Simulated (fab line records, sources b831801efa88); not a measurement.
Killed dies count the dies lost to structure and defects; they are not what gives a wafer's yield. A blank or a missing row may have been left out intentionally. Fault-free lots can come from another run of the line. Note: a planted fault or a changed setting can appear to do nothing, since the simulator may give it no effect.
8D (eight disciplines) problem report, filled in by code :: flow gf180mcu :: the parts of the form that need people (team, actions taken, sign-off) are left out

== 1. WHAT IS WRONG ==
Mean of rf_fwd_power_W at GF_V3_CVD_02: 501.7 W across 2 wafers in 2 lots; on wafers with no fault it is 597.3 W (standard deviation 1.9). That puts it -50 standard deviations away from the usual mean.
The step: deposits SiO2 from TEOS, target thk 850 nm, time 94.851 s.
The first sign was on wafer L540.6 at day 27 03:05, on pecvd-04. At this step, 42 wafers from 14 lots have a number in the record. Rule for "out" (also "out of limits"): further than 4 standard deviations from the usual mean. The other wafers with a number count as sound.

== 2. WHAT IT IS, WHAT IT ISN'T ==
question: which readings at this step
is: rf_fwd_power_W
is not: heater_power_w

question: which lots
is: L540, L544
is not: L526, L529, L530, L531, L532, L533, L534, L535, L536, L538, L539, L547

question: which wafers of those lots
is: L540.6, L544.2
is not: L540.2, L540.4, L544.1, L544.5

question: read on which tools
is: pecvd-04
is not: pecvd-02, pecvd-03

question: when
is: from day 27 03:05
is not: up to then (35 sound wafers); but 5 sound wafers of L544, L547 came after

== 3. THE SUSPECTS, EACH WITH WHAT RULES IT OUT ==
Counting: if a tool at a process step up to the reading ran every lot that is out, it stays a suspect. Sound lots after the first of them don't rule it out here, since some wafers of a struck lot are sound.
- pvd_sputter-01 at GF_M3_SPUTTER_01 (material TiN, target thk 30 nm, time 25 s): kept. Ran every lot that is out, first one L540 (day 26 05:05); last sound lot up to then L538 (day 25 10:37).
- pvd_sputter-01 at GF_M3_SPUTTER_04 (material TiN, target thk 50 nm, time 41.7 s): kept. Ran every lot that is out, first one L540 (day 26 05:10); last sound lot up to then L538 (day 25 10:42).
- pecvd-04 at GF_V3_CVD_02 (deposits SiO2 from TEOS, target thk 850 nm, time 94.851 s): kept. Ran every lot that is out, first one L540 (day 27 03:05); last sound lot up to then L539 (day 26 21:22). Its own rf_fwd_power_W readings are out on those wafers.
- pecvd-04, GF_V3_CVD_02: wafers that are out in chamber 1, sound lot-mates in chambers 0, 2.
After the count, these remain: pvd_sputter-01 at GF_M3_SPUTTER_01, pvd_sputter-01 at GF_M3_SPUTTER_04 and pecvd-04 at GF_V3_CVD_02.

== 4. THE CAUSE (what the simulator had put in) ==
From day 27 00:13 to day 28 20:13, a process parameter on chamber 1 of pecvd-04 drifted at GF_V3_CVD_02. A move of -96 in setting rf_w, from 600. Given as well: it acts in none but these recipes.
This tool is one of the 3 suspects left after counting.

== 5. THE CHAIN OF EFFECTS, in route order ==
One row per reading whose mean, taken over the struck wafers that have a number, lies over 3 standard deviations from the usual. Readings are gone through only where the record gives a usual standard deviation; hours: the median, over the lots, of the time from a lot's start at the first step in this table giving one to that lot's start at this step; sigmas: the change measured in usual standard deviations.
hours: 0
step: GF_V3_CVD_02
reading: rf_fwd_power_W
usual: 597.3 W
on struck wafers: 501.7
change: -95.6
sigmas: -50
Process steps it contains:
- GF_V3_CVD_02: deposits SiO2 from TEOS, target thk 850 nm, time 94.851 s.

== 6. WHAT WOULD HAVE CAUGHT IT SOONER ==
3 hours passed between the start of the fault at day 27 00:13 and the first reading out of limits in this record, taken at day 27 03:05.
